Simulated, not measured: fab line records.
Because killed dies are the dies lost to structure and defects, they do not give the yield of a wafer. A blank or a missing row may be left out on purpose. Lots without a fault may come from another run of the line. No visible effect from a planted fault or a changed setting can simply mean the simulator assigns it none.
Problem report, 8D (eight disciplines) form, completed by code | flow sky130 | the parts of the form that need people (team, actions taken, sign-off) are left out

== 1. WHAT WENT WRONG ==
Wafers free of any fault read 332.9 ohm/sq (standard deviation 1.2) for RES_XHIGH_RS at SKY_SD_N_RS_MEAS_18, against a mean of 356.2 ohm/sq on 6 wafers of 2 lots. That puts it +19 standard deviations away from the usual mean.
The step: measures by four-point-probe.
Seen first at day 34 15:55 on film metro-03, wafer L778.1. Wafers with a number at this step in the record: 36, from 12 lots. The rule behind "out" and "out of limits": a value lying over 4 standard deviations away from the usual mean. Any other wafer with a number is counted as sound.

== 2. WHAT THIS IS AND IS NOT ==
question                    | is                           | is not
which readings at this step | RES_XHIGH_RS                 | -
which lots                  | L778, L779                   | L759, L760, L761, L762, L763, L765, L766, L768, L769, L774
which wafers of those lots  | all that have a number       | -
read on which gauges        | film metro-02, film metro-03 | film metro-01
when                        | from day 34 15:55            | up to then (30 sound wafers)

== 3. SUSPECTS, AND WHAT RULES EACH OUT ==
Counting: any tool at a process step up to the reading is kept as a suspect provided that every lot that is out went through it and no sound lot did after the first of them.
- the gauge at SKY_SD_N_RS_MEAS_18 is ruled out. Those wafers that are out were read across 2 gauges (film metro-02, film metro-03).
- implanter-01 at SKY_RES_XHIGH_IMPLANT_07: kept. Every lot that is out went through it, starting with L778 (day 33 12:23), and after that it ran no sound lot; the last sound lot it ran before then is L769 (day 30 15:56). Its own readings are out on those wafers: beam on s, dose ions cm2.
The count leaves implanter-01 at SKY_RES_XHIGH_IMPLANT_07.

== 4. THE CAUSE (what the simulator had put in) ==
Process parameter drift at SKY_RES_XHIGH_IMPLANT_07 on implanter-01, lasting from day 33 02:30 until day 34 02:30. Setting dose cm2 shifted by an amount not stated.
Only this tool survived the counting.

== 5. THE CHAIN OF EFFECTS, in route order ==
Rows list readings where the struck wafers' mean (over those with a number) sits beyond 3 standard deviations from the usual. Readings are gone through only where the record gives a usual standard deviation; hours: the median, over the lots, of the time from a lot's start at the first step in this table giving one to that lot's start at this step; sigmas: the change measured in usual standard deviations.
hours | step                     | reading       | usual        | on struck wafers | change   | sigmas
0     | SKY_RES_XHIGH_IMPLANT_07 | beam on s     | 39.9 s       | 36.2             | -3.7     | -4.6
0     | SKY_RES_XHIGH_IMPLANT_07 | dose ions cm2 | 3.6e+14      | 3.3e+14          | -3.0e+13 | -81
0     | SKY_RES_XHIGH_TW_MEAS_09 | RES_XHIGH_TW  | 1634         | 1595             | -39      | -3.6
27    | SKY_SD_N_RS_MEAS_18      | RES_XHIGH_RS  | 332.9 ohm/sq | 356.2            | +23.3    | +19
Here are the process steps it includes:
- SKY_RES_XHIGH_IMPLANT_07
At these later measuring or inspecting steps, every struck wafer for which the step has a row has a number for every such reading, and none has moved that far: SKY_VIA2_THK_MEAS_23.

== 6. WHAT WOULD HAVE CAUGHT IT SOONER ==
37 hours passed between the start of the fault at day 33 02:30 and the first reading out of limits at a measuring or inspecting step in this record, taken at day 34 15:55.
Tool's own readings at SKY_RES_XHIGH_IMPLANT_07, beam on s, dose ions cm2: out on all struck wafers the step has rows for; an alarm limit on them would have tripped on the first.
All the lots that are out (2) had begun SKY_RES_XHIGH_IMPLANT_07 on implanter-01 by day 34 15:55. None of them would have been spared by holding the tool at that moment.
